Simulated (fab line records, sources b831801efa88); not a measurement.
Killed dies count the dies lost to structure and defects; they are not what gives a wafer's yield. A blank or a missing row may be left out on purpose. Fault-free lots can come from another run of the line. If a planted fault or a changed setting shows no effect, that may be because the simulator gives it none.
Chamber matching | flow sfq line | 4 sister chambers for SFQ_TRILAYER_I7_CMP_CMP_184 on cmp-02
The step polishes SiO2. 14 wafers are shown with their chamber, then 7 later ones without.

## WAFERS WITH THEIR CHAMBER
wafer  | chamber | motor current A (A) | time to endpoint s (s)
L985.4 | 2       | 7.9                 | 224
L985.3 | 1       | 10.0                | 218
L985.6 | 3       | 11.3                | 210
L988.2 | 0       | 10.0                | 225
L988.1 | 3       | 11.4                | 212
L988.4 | 2       | 8.2                 | 220
L992.1 | 2       | 7.9                 | 218
L992.4 | 1       | 10.3                | 226
L992.6 | 2       | 8.4                 | 223
L993.3 | 2       | 7.5                 | 221
L993.1 | 0       | 10.7                | 214
L993.4 | 1       | 10.3                | 210
L995.3 | 0       | 10.3                | 216
L995.4 | 3       | 11.7                | 209

SIGNATURES, as means of the wafers listed above
reading            | chamber 0 | chamber 1 | chamber 2 | chamber 3 | scatter within a chamber
motor current A    | 10.333    | 10.200    | 7.980     | 11.467    | 0.293
time to endpoint s | 218.33    | 218.00    | 221.20    | 210.33    | 4.73
Rule: a wafer's distance from a chamber is the root of the sum, over the readings, of the square of ((its reading less the chamber's mean) divided by the reading's scatter). If the next closest chamber is less than 2 further off than the closest, the wafer can't be placed; otherwise it belongs to the closest. How the scatter is found: for the shown wafers, subtract from each reading the mean of its chamber, square and add these, divide the total by (wafers less chambers), then take the root.

## WAFERS WITHOUT THEIR CHAMBER
wafer  | motor current A (A) | time to endpoint s (s)
L995.5 | 9.9                 | 221
L997.1 | 10.8                | 227
L997.2 | 10.5                | 231
L997.5 | 7.8                 | 236
L105.2 | 7.8                 | 210
L105.3 | 10.9                | 219
L105.5 | 8.2                 | 221

## THE CHAMBER EACH PASSED THROUGH
wafer  | from the rows above          | in truth
L995.5 | can't be placed: 1 or 0      | 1
L997.1 | can't be placed: 0 or 1 or 3 | 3
L997.2 | can't be placed: 0 or 1      | 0
L997.5 | 2                            | 2
L105.2 | 2                            | 2
L105.3 | can't be placed: 0 or 1 or 3 | 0
L105.5 | 2                            | 2
Placed correctly: 3 of 7. Cannot be placed on the basis of these rows: 4; the candidates contain the true chamber in 4. Number placed wrongly: 0.
